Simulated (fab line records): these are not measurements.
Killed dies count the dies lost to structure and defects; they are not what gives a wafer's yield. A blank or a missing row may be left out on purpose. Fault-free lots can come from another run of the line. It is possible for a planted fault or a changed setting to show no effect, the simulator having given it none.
What tool caused it?    flow sky130    12 lots with 36 wafers sampled at 4 steps, on a route of 708 steps

WHAT THE GAUGES SHOWED, per wafer
SKY_LDD_HVP_TW_MEAS_10.
lot   measured      on            LDD_HVP_TW
L330  day 21 07:14  filmMetro-02  452.2 452.6 451.6
L332  day 21 19:14  filmMetro-04  456.7 455.0 457.7
L333  day 22 07:58  filmMetro-04  458.8 458.5 457.4
L334  day 22 15:37  filmMetro-02  454.9 457.0 457.2
L337  day 23 18:35  filmMetro-04  457.7 458.4 458.6
L339  day 24 17:58  filmMetro-02  450.7 452.4 450.2
L340  day 25 06:41  filmMetro-01  455.1 456.4 454.7
L343  day 25 23:43  filmMetro-01  454.7 455.9 452.8
L344  day 26 08:55  filmMetro-04  456.8 459.6 457.6
L353  day 29 23:58  filmMetro-01  454.0 455.5 454.0
L351  day 30 02:19  filmMetro-01  455.7 452.6 454.4
L352  day 30 09:06  filmMetro-04  459.1 456.0 457.7

SKY_LDD_LDN_TW_MEAS_13.
lot   measured      on            LDD_LDN_TW
L330  day 22 13:58  filmMetro-01  1476 1474 1476
L332  day 23 01:56  filmMetro-03  1470 1468 1459
L333  day 23 14:46  filmMetro-04  1486 1483 1487
L334  day 23 22:41  filmMetro-03  1465 1461 1486
L337  day 25 01:04  filmMetro-03  1474 1470 1468
L339  day 26 00:56  filmMetro-03  1468 1478 1477
L340  day 26 12:25  filmMetro-03  1481 1479 1479
L343  day 27 04:50  filmMetro-04  1366 1371 1361
L344  day 27 14:22  filmMetro-03  1363 1359 1357
L353  day 31 04:01  filmMetro-01  1480 1463 1473
L351  day 31 06:31  filmMetro-01  1459 1467 1460
L352  day 31 12:45  filmMetro-01  1469 1469 1470

SKY_SPACER_THK_MEAS_01.
lot   measured      on            SPACER_CVD_00_THK (nm)
L330  day 22 15:16  filmMetro-03  42.8 42.3 43.0
L332  day 23 03:14  filmMetro-01  43.0 43.0 43.1
L333  day 23 16:05  filmMetro-01  42.9 43.0 43.1
L334  day 24 00:56  filmMetro-02  43.1 43.4 43.3
L337  day 25 03:02  filmMetro-01  42.6 42.5 42.8
L339  day 26 02:15  filmMetro-01  43.8 43.8 43.8
L340  day 26 14:13  filmMetro-03  44.2 43.6 43.8
L343  day 27 06:09  filmMetro-01  43.2 43.6 43.1
L344  day 27 15:41  filmMetro-02  43.2 43.3 43.0
L353  day 31 06:33  filmMetro-02  42.9 42.9 42.6
L351  day 31 07:50  filmMetro-03  43.8 44.0 43.6
L352  day 31 14:34  filmMetro-03  42.9 43.2 42.9

TOOL THAT RAN EACH LOT (tool first, then ch and the chambers of the sampled wafers, then the start)
lot   SKY_LDD_LDN_IMPLANT_08
L330  implanter-02 ch 0, day 22 13:17
L332  implanter-03 ch 0, day 23 01:14
L333  implanter-02 ch 0, day 23 14:04
L334  implanter-03 ch 0, day 23 21:58
L337  implanter-02 ch 0, day 25 00:22
L339  implanter-01 ch 0, day 26 00:14
L340  implanter-02 ch 0, day 26 11:43
L343  implanter-02 ch 0, day 27 04:08
L344  implanter-02 ch 0, day 27 13:40
L353  implanter-02 ch 0, day 31 03:19
L351  implanter-01 ch 0, day 31 05:49
L352  implanter-03 ch 0, day 31 12:04
- SKY_LDD_LDN_IMPLANT_08

WHAT THE TOOLS THEMSELVES READ (means of the sampled wafers that have a number; where no wafer has one, the mark that the record gives instead)
SKY_LDD_LDN_IMPLANT_08.
lot   tool          doseIonsCm2  faradayCurrentUA
L330  implanter-02  1.2495e+13   70.6
L332  implanter-03  1.2506e+13   70.4
L333  implanter-02  1.2507e+13   70.1
L334  implanter-03  1.2516e+13   71.1
L337  implanter-02  1.2513e+13   70.2
L339  implanter-01  1.2497e+13   69.9
L340  implanter-02  1.2503e+13   70.4
L343  implanter-02  1.2683e+12   7.1
L344  implanter-02  1.2637e+12   7.1
L353  implanter-02  1.2485e+13   70.2
L351  implanter-01  1.2520e+13   71.1
L352  implanter-03  1.2505e+13   71.1

THE ANSWER, worked out from the rows above alone
Rule: what is usual is taken from the lots themselves. Put in order of their means at a reading, lots are off if they are a third of the lots or fewer, leave a main group of 4 or more, and stand apart from it by a gap of 3 or more times the standard deviation of the main group's means; of several such gaps the widest counts. A main group is skipped when, at the precision printed for the reading in the tables above, its means are all equal. Also off: a lot with no number at a reading for which 4 or more lots have one. Any other lot the step has rows for is counted as sound. After the gauges, taken in route order, come the tools' own readings; for these a lot's mean is taken, as printed above. At the first step where some lot is off, the reading lying furthest off is the one used; lots without a number count as furthest.
Off: L343, L344, at SKY_LDD_LDN_TW_MEAS_13 (LDD_LDN_TW). The main group has a mean of 1472 with a standard deviation of 6.3.
If a tool, at a process step before that reading, ran all the lots that are off and no sound lot after the first of them, it fits. The gauges at SKY_LDD_LDN_TW_MEAS_13 aren't tried: what is off there is off at SKY_LDD_LDN_IMPLANT_08 too, on other tools, and a gauge's error can't cause that. None of those tried fits.

WHAT THE SIMULATOR PUT IN
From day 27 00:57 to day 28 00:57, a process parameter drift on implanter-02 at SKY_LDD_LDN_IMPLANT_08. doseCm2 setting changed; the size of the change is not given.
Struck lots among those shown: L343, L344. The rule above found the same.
